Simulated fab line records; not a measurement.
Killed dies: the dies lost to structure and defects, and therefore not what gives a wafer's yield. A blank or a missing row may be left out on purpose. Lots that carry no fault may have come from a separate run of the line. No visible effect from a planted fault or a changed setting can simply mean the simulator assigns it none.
The tool behind it: which one?    flow sky130    Sampling: 12 lots, 36 wafers, 2 of 708 route steps

## WHAT EACH GAUGE READ, for each wafer
SKY_VIA4_OVL_MEAS_11.
lot   measured      on          VIA4_OVL (nm)
L075  day 43 02:47  overlay-01  -0.8 -0.7 -1.1
L077  day 44 03:19  overlay-01  0.6 1.6 0.7
L078  day 44 13:02  overlay-01  1.1 3.7 3.1
L081  day 45 04:25  overlay-02  3.2 0.9 4.9
L083  day 45 06:43  overlay-01  2.6 1.3 1.5
L085  day 45 23:02  overlay-01  3.0 1.4 0.7
L087  day 46 11:13  overlay-02  2.8 1.9 2.1
L088  day 46 22:09  overlay-02  3.9 1.5 2.0
L091  day 47 10:30  overlay-02  1.0 1.2 -0.1
L093  day 47 19:59  overlay-01  -0.9 0.1 -0.9
L095  day 48 04:55  overlay-01  0.4 -0.2 0.1
L097  day 48 15:21  overlay-01  0.2 -0.1 0.7

## WHAT TOOL EACH LOT RAN ON (gives the tool, then ch and the chambers of the sampled wafers, and finally the start)
lot   SKY_VIA3_CVD_21
L075  cvd-w-01 ch 0,1, day 40 00:18
L077  cvd-w-02 ch 1, day 41 01:37
L078  cvd-w-02 ch 0,1, day 41 12:46
L081  cvd-w-02 ch 0, day 42 05:04
L083  cvd-w-01 ch 0,1, day 42 07:34
L085  cvd-w-01 ch 0,1, day 43 02:29
L087  cvd-w-02 ch 1, day 43 15:58
L088  cvd-w-02 ch 0,1, day 44 01:41
L091  cvd-w-02 ch 0,1, day 44 16:10
L093  cvd-w-01 ch 0,1, day 45 02:59
L095  cvd-w-02 ch 0,1, day 45 12:10
L097  cvd-w-02 ch 0,1, day 46 01:04
- SKY_VIA3_CVD_21: deposits W, target thk 390 nm, time 117.31 s.

## THE ANSWER, worked out from the rows above alone
Rule: the usual values come from the lots themselves. Put in order of their means at a reading, lots are off if they are a third of the lots or fewer, leave a main group of 4 or more, and stand apart from it by a gap of 3 or more times the standard deviation of the main group's means; of several such gaps the widest counts. If all means in a main group match to the digits the tables above print for the reading, that group is not used. A lot without any number at a reading at which 4 lots or more have one is off too. Any other lot the step has rows for is counted as sound.
Across all readings shown, no lot is off: no conclusion can be drawn from this.

## WHAT HAD BEEN PUT IN BY THE SIMULATOR
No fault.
